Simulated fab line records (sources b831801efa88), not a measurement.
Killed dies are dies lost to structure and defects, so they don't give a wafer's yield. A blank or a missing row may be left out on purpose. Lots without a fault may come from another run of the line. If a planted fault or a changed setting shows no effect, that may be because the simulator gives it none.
8D (eight disciplines) problem report, filled in by code -- flow gf180mcu -- the parts of the form that need people (team, actions taken, sign-off) are left out

## 1. WHAT IS WRONG
cd nm at GF_TOP_METAL_CD_MEAS_14 reads a mean of 471.3 nm on 12 wafers of 4 lots; wafers without a fault read 441.2 nm with a standard deviation of 2. That puts it +15 standard deviations away from the usual mean.
The step: target cd 440 nm.
Earliest sighting: wafer L941.1 on cd sem-01 at day 30 00:43. At this step, 36 wafers from 12 lots have a number in the record. The rule behind "out" and "out of limits": a value lying over 4 standard deviations away from the usual mean. The other wafers with a number count as sound.

## 2. WHAT IT IS, WHAT IT ISN'T
question,is,is not
which readings at this step,cd nm,-
which lots,"L941, L942, L943, L945","L935, L937, L938, L947, L948, L951, L957, L958"
which wafers of those lots,all that have a number,-
read on which gauges,"cd sem-01, cd sem-02",-
when,from day 30 00:43,"up to then (9 sound wafers); but 15 sound wafers of L947, L948, L951, L957, L958 came after"

## 3. SUSPECTS, AND WHAT RULES EACH OUT
Counting: a tool at a process step up to the reading stays a suspect if it ran every lot that is out and no sound lot after the first of them.
- the gauge at GF_TOP_METAL_CD_MEAS_14 has been ruled out. Those wafers that are out were read across 2 gauges (cd sem-01, cd sem-02).
- iline stepper-02 at GF_TOP_METAL_EXPOSE_11 (exposes mask MetalTop, target cd 440 nm): kept. It processed each lot that is out, first L941 at day 29 15:46, and no sound lot thereafter; up to then, the last sound lot it processed was L937 at day 28 06:46. Out on those wafers are its own readings of exposure dose mJ cm2.
Left after counting: iline stepper-02 at GF_TOP_METAL_EXPOSE_11.

## 4. THE CAUSE (what the simulator had put in)
Drift in process parameters on iline stepper-02 at GF_TOP_METAL_EXPOSE_11, starting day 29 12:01. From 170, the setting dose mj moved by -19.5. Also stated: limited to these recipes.
Counting left only this tool.

## 5. SEQUENCE OF EFFECTS, ordered by route
Each row: a reading where the mean over the struck wafers with a number is more than 3 standard deviations away from the usual. Only readings for which the record gives a usual standard deviation are gone through. hours: the time from each lot's start at the first step in this table that gives one to its start at this step, as a median over the lots. sigmas: the change in usual standard deviations.
hours,step,reading,usual,on struck wafers,change,sigmas
0,GF_TOP_METAL_EXPOSE_11,exposure dose mJ cm2,169.86,152.76,-17.10,-85
9,GF_TOP_METAL_CD_MEAS_14,cd nm,441.2 nm,471.3,+30.1,+15
The process steps in it:
- GF_TOP_METAL_EXPOSE_11: exposes mask MetalTop, target cd 440 nm.

## 6. WHAT WOULD HAVE CAUGHT IT SOONER
Counted from the fault's start at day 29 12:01, it took 13 hours until the first out-of-limits reading at a measuring or inspecting step in this record, taken at day 30 00:43.
The tool's own readings at GF_TOP_METAL_EXPOSE_11 were out on every struck wafer that the step has a row for (exposure dose mJ cm2): an alarm limit on them would have fired on the first of those.
Of the lots that are out (4), L945 began GF_TOP_METAL_EXPOSE_11 on iline stepper-02 after day 30 00:43. Putting the tool on hold at that point would have spared it.
